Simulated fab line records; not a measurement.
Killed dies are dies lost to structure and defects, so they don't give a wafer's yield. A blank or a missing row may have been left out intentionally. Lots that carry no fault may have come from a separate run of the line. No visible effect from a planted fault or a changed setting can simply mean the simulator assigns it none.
Which tool was responsible? ; flow gf180mcu ; 13 lots, 39 wafers sampled, at 3 steps of a route of 602

WHAT EACH GAUGE READ, for each wafer
GF_MVSD_OVL_MEAS_07. Usual: for MVSD_OVL the level is 0.2 nm and the standard deviation is 1.3.
lot;measured;on;MVSD_OVL (nm);flag
L324;day 4 21:09;overlay-01;0.7 -1.2 0.2;
L325;day 4 23:27;overlay-01;-0.4 -1.0 -0.3;
L326;day 5 04:56;overlay-02;0.4 1.3 1.3;
L328;day 5 16:37;overlay-02;1.9 1.7 1.2;
L329;day 5 20:08;overlay-01;3.1 0.5 0.7;
L331;day 6 09:48;overlay-01;2.3 1.3 -0.3;
L332;day 6 14:11;overlay-01;-0.5 -0.2 -1.7;
L334;day 7 04:08;overlay-01;-0.6 -1.8 -0.8;
L335;day 7 11:11;overlay-01;-1.5 -1.8 -0.2;
L338;day 8 03:08;overlay-02;0.3 1.5 3.7;
L344;day 9 12:23;overlay-02;-1.2 0.3 -0.9;
L345;day 9 17:00;overlay-01;1.3 0.1 1.7;
L346;day 9 23:26;overlay-02;1.8 0.6 2.1;

WHAT TOOL EACH LOT RAN ON (gives the tool, then ch and the chambers of the sampled wafers, and finally the start)
lot;GF_STI_ETCH_14;GF_STI_WET_ETCH_17
L324;rie_si-02 ch 0,2,3, day 2 08:45;wet_bench-02 ch 2, day 2 08:56
L325;rie_si-02 ch 0,1, day 2 12:35;wet_bench-02 ch 1, day 2 12:46
L326;rie_si-02 ch 0,1,2, day 2 18:50;wet_bench-04 ch 2, day 2 19:01
L328;rie_si-01 ch 0,2,3, day 3 04:35;wet_bench-02 ch 3, day 3 04:46
L329;rie_si-01 ch 1,2, day 3 08:57;wet_bench-02 ch 2, day 3 09:08
L331;rie_si-02 ch 1,2,3, day 3 19:50;wet_bench-03 ch 0, day 3 20:01
L332;rie_si-01 ch 0,1,3, day 3 23:38;wet_bench-02 ch 1, day 3 23:50
L334;rie_si-01 ch 1,2,3, day 4 11:48;wet_bench-04 ch 0, day 4 11:59
L335;rie_si-01 ch 1,3, day 4 15:15;wet_bench-03 ch 0, day 4 15:26
L338;rie_si-02 ch 2,3, day 5 06:32;wet_bench-03 ch 2, day 5 06:43
L344;rie_si-01 ch 0,1,3, day 6 13:41;wet_bench-04 ch 3, day 6 13:53
L345;rie_si-02 ch 1,3, day 6 18:17;wet_bench-04 ch 2, day 6 18:29
L346;rie_si-02 ch 2,3, day 7 01:18;wet_bench-02 ch 3, day 7 01:29
- GF_STI_ETCH_14: etches Si in HBr/Cl2/O2, target depth 360 nm, time 102.9 s.
- GF_STI_WET_ETCH_17: etches Si3N4 in H3PO4, target depth 45 nm, time 514 s.

WHAT THE TOOLS THEMSELVES READ (means of the sampled wafers that have a number; where no wafer has one, the mark that the record gives instead)
GF_STI_ETCH_14. Usual: drypump_motor_current_A 5.9 A, standard deviation 0.45; oes_product_au 1.003 a.u., standard deviation 0.01; throttle_valve_pct 25.655 %, standard deviation 0.011.
lot;tool;drypump_motor_current_A (A);oes_product_au (a.u.);throttle_valve_pct (%);flag
L324;rie_si-02;6.1;1.008;25.651;
L325;rie_si-02;5.6;0.996;25.669;
L326;rie_si-02;6.0;1.005;25.659;
L328;rie_si-01;5.7;0.996;25.661;
L329;rie_si-01;5.5;1.004;25.649;
L331;rie_si-02;6.2;0.997;25.660;
L332;rie_si-01;5.8;1.009;25.653;
L334;rie_si-01;5.6;1.003;25.647;
L335;rie_si-01;5.6;1.019;25.642;
L338;rie_si-02;6.5;0.997;25.652;
L344;rie_si-01;5.8;1.009;25.652;
L345;rie_si-02;5.9;1.001;25.656;
L346;rie_si-02;6.3;0.999;25.659;

GF_STI_WET_ETCH_17. Usual: bath_guard_temp_C 160.2 C, standard deviation 0.47; temp_c 160.02 C, standard deviation 0.14.
lot;tool;bath_guard_temp_C (C);temp_c (C);flag
L324;wet_bench-02;159.7;160.02;
L325;wet_bench-02;160.1;159.88;
L326;wet_bench-04;160.5;159.93;
L328;wet_bench-02;160.5;160.05;
L329;wet_bench-02;159.8;160.18;
L331;wet_bench-03;159.5;160.19;
L332;wet_bench-02;160.3;160.01;
L334;wet_bench-04;160.7;160.07;
L335;wet_bench-03;155.7;156.06;OFF
L338;wet_bench-03;156.9;156.02;OFF
L344;wet_bench-04;160.0;160.10;
L345;wet_bench-04;160.5;160.03;
L346;wet_bench-02;160.6;160.05;

THE ANSWER, worked out from the rows above alone
Rule: lot off if the mean of its wafers having a number is beyond 3 standard deviations from the usual mean. Also off: a lot with no number at a reading for which 4 or more lots have one. Where the step has rows for the other lots, those lots are counted as sound. First the gauges in route order, then the tools' own readings, where a lot's mean is used as printed above. The first step at which some lot is off is used, and at that step the reading that is off furthest; a lot without a number counts as furthest.
Off, at GF_STI_WET_ETCH_17 on temp_c: L335, L338.
A tool fits if, at that step or a process step before it, it ran every lot that is off, and no sound lot after the first of them. One fits: wet_bench-03 at GF_STI_WET_ETCH_17. A fault onset in the window from L331 (day 3 20:01, its last sound lot) to L335 (day 4 15:26, its first lot off) fits.
The tool's own readings at GF_STI_WET_ETCH_17 bear it out: on the lots that are off they differ by more than 5 times the standard deviation of the sound lots' means. bath_guard_temp_C reads 156.3 C there against 160.2 C on the sound lots; temp_c reads 156.04 C there against 160.05 C on the sound lots.

WHAT WAS PUT IN BY THE SIMULATOR
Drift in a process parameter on wet_bench-03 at GF_STI_WET_ETCH_17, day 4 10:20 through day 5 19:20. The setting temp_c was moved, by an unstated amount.
Lots struck among those shown: L335, L338. This agrees with what the rule above found.
